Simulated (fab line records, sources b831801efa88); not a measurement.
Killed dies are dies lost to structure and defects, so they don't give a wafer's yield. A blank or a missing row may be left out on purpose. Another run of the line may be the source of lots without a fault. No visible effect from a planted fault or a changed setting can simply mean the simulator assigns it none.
What tool caused it?    flow sky130    13 lots with 37 wafers sampled at 5 steps, on a route of 708 steps

WHAT THE GAUGES SHOWED, per wafer
SKY_VT_ADJUST_LVTN_OVL_MEAS_18. Usual: for VT_ADJUST_LVTN_01_OVL the level is 0.9 nm and the standard deviation is 1.5.
lot   measured      on          VT_ADJUST_LVTN_01_OVL (nm)  flag
L891  day 7 17:20   overlay-02  -1.7 -0.6 -0.7              
L894  day 8 07:42   overlay-01  1.3 3.9 5.7                 
L895  day 8 17:21   overlay-02  -0.6 0.7 2.9                
L896  day 9 02:31   overlay-01  -1.3 2.3 0.7                
L897  day 9 09:20   overlay-01  -0.6 -0.1 1.5               
L898  day 9 19:04   overlay-02  0.6 1.7 1.0                 
L899  day 10 00:08  overlay-01  -0.8 -0.2 1.2               
L900  day 10 06:44  overlay-01  2.8 2.0 0.6                 
L902  day 10 21:35  overlay-01  -0.3 -0.5 0.1               
L903  day 11 04:56  overlay-01  -2.8 -0.7                   
L905  day 11 18:20  overlay-01  0.1 1.6                     
L910  day 13 07:11  overlay-02  1.1 0.7 0.9                 
L912  day 13 19:44  overlay-01  2.2 1.0 1.3                 

SKY_VT_ADJUST_NCORE_TW_MEAS_11. Usual: for VT_ADJUST_NCORE_TW the level is 218.9 and the standard deviation is 2.2.
lot   measured      on            VT_ADJUST_NCORE_TW  flag
L891  day 8 14:26   filmMetro-03  215.0 215.9 215.8   
L894  day 9 05:07   filmMetro-03  217.9 217.6 218.5   
L895  day 9 15:46   filmMetro-04  220.9 221.7 221.5   
L896  day 10 01:08  filmMetro-03  215.4 215.0 216.2   
L897  day 10 08:06  filmMetro-04  221.7 219.6 221.5   
L898  day 10 17:50  filmMetro-04  220.7 220.8 221.4   
L899  day 10 23:15  filmMetro-01  221.1 220.8 220.3   
L900  day 11 05:44  filmMetro-01  218.9 219.5 217.5   
L902  day 11 21:52  filmMetro-01  218.4 219.4 219.1   
L903  day 12 04:57  filmMetro-03  215.1 214.8         
L905  day 12 18:37  filmMetro-04  219.7 221.3         
L910  day 14 08:02  filmMetro-01  220.6 220.6 220.3   
L912  day 14 20:59  filmMetro-04  221.3 219.7 219.3   

SKY_SONOS_TUNNEL_CD_MEAS_07: the cd target is 410 nm. Usual: 410.0 nm for cdNm, sd 2.3.
lot   measured      on        cdNm (nm)          flag
L891  day 11 09:26  cdSem-01  411.1 412.0 410.3  
L894  day 12 01:29  cdSem-01  411.0 411.9 411.6  
L895  day 12 12:44  cdSem-02  414.6 413.0 414.6  
L896  day 13 00:29  cdSem-02  413.3 412.1 410.2  
L897  day 13 07:22  cdSem-01  408.1 407.3 406.1  
L898  day 13 18:28  cdSem-01  411.6 409.2 413.4  
L899  day 14 01:43  cdSem-01  409.6 408.4 409.5  
L900  day 14 06:44  cdSem-01  409.2 407.6 405.8  
L902  day 15 01:26  cdSem-01  406.3 408.3 407.6  
L903  day 15 08:49  cdSem-02  409.4 402.8        
L905  day 16 00:26  cdSem-02  403.3 403.8        
L910  day 17 20:19  cdSem-01  406.4 407.3 408.0  
L912  day 18 09:38  cdSem-02  408.6 405.4 408.4  

EACH LOT AND THE TOOL THAT RAN IT (in order: tool; ch and the chambers of the sampled wafers; start)
lot   SKY_VT_ADJUST_PCH_STRIP_09           SKY_SONOS_TUNNEL_DEVELOP_06
L891  plasmaAsher-03 ch 0,1, day 10 10:25  lithoTrack-04 ch 0, day 11 09:17
L894  plasmaAsher-04 ch 0,1, day 11 01:44  lithoTrack-02 ch 0, day 12 01:21
L895  plasmaAsher-01 ch 0,1, day 11 12:41  lithoTrack-04 ch 0, day 12 12:35
L896  plasmaAsher-03 ch 0,1, day 12 00:10  lithoTrack-03 ch 0, day 13 00:20
L897  plasmaAsher-03 ch 0,1, day 12 07:11  lithoTrack-02 ch 0, day 13 07:13
L898  plasmaAsher-03 ch 0,1, day 12 17:14  lithoTrack-02 ch 0, day 13 18:19
L899  plasmaAsher-01 ch 0,1, day 13 00:19  lithoTrack-04 ch 0, day 14 01:34
L900  plasmaAsher-01 ch 0,1, day 13 06:10  lithoTrack-02 ch 0, day 14 06:36
L902  plasmaAsher-03 ch 0,1, day 13 23:49  lithoTrack-04 ch 0, day 15 01:17
L903  plasmaAsher-03 ch 0,1, day 14 06:31  lithoTrack-02 ch 0, day 15 08:40
L905  plasmaAsher-01 ch 1, day 14 21:08    lithoTrack-02 ch 0, day 16 00:18
L910  plasmaAsher-04 ch 1, day 16 15:07    lithoTrack-04 ch 0, day 17 20:10
L912  plasmaAsher-04 ch 0,1, day 17 05:10  lithoTrack-04 ch 0, day 18 09:29
- SKY_VT_ADJUST_PCH_STRIP_09: strips in O2/N2.
- SKY_SONOS_TUNNEL_DEVELOP_06: develop time 60 s.

WHAT THE TOOLS THEMSELVES READ (means of the sampled wafers that have a number; where no wafer has one, the mark that the record gives instead)
SKY_VT_ADJUST_PCH_STRIP_09. Usual: drypumpMotorCurrentA 5.71 A, standard deviation 0.28; oesProductAu 0.722 a.u., standard deviation 0.0042; stripTimeToEndpointS 36.97 s, standard deviation 0.094.
lot   tool            drypumpMotorCurrentA (A)  oesProductAu (a.u.)  stripTimeToEndpointS (s)  flag
L891  plasmaAsher-03  5.54                      0.719                36.99                     
L894  plasmaAsher-04  5.93                      0.720                37.08                     
L895  plasmaAsher-01  5.36                      0.722                36.95                     
L896  plasmaAsher-03  5.59                      0.725                36.84                     
L897  plasmaAsher-03  5.66                      0.722                37.12                     
L898  plasmaAsher-03  5.57                      0.719                37.04                     
L899  plasmaAsher-01  5.45                      0.723                36.93                     
L900  plasmaAsher-01  5.38                      0.725                37.02                     
L902  plasmaAsher-03  5.55                      0.722                36.86                     
L903  plasmaAsher-03  5.62                      0.718                36.86                     
L905  plasmaAsher-01  5.58                      0.722                37.13                     
L910  plasmaAsher-04  6.19                      0.723                36.97                     
L912  plasmaAsher-04  5.94                      0.724                36.88                     

SKY_SONOS_TUNNEL_DEVELOP_06. Usual: 22.97 C for developerTempC, sd 0.1.
lot   tool           developerTempC (C)  flag
L891  lithoTrack-04  22.95               
L894  lithoTrack-02  23.00               
L895  lithoTrack-04  22.90               
L896  lithoTrack-03  23.07               
L897  lithoTrack-02  23.02               
L898  lithoTrack-02  22.92               
L899  lithoTrack-04  23.00               
L900  lithoTrack-02  22.98               
L902  lithoTrack-04  23.03               
L903  lithoTrack-02  23.01               
L905  lithoTrack-02  23.00               
L910  lithoTrack-04  23.11               
L912  lithoTrack-04  22.94               

THE ANSWER, worked out from the rows above alone
Rule: a lot counts as off when the mean over its wafers that have a number is more than 3 standard deviations away from the usual mean. A lot without any number at a reading at which 4 lots or more have one is off too. Any other lot the step has rows for is counted as sound. After the gauges, taken in route order, come the tools' own readings; for these a lot's mean is taken, as printed above. At the first step where some lot is off, the reading lying furthest off is the one used; lots without a number count as furthest.
Nothing can be told from this: no lot is off at any reading shown.

WHAT THE SIMULATOR PUT IN
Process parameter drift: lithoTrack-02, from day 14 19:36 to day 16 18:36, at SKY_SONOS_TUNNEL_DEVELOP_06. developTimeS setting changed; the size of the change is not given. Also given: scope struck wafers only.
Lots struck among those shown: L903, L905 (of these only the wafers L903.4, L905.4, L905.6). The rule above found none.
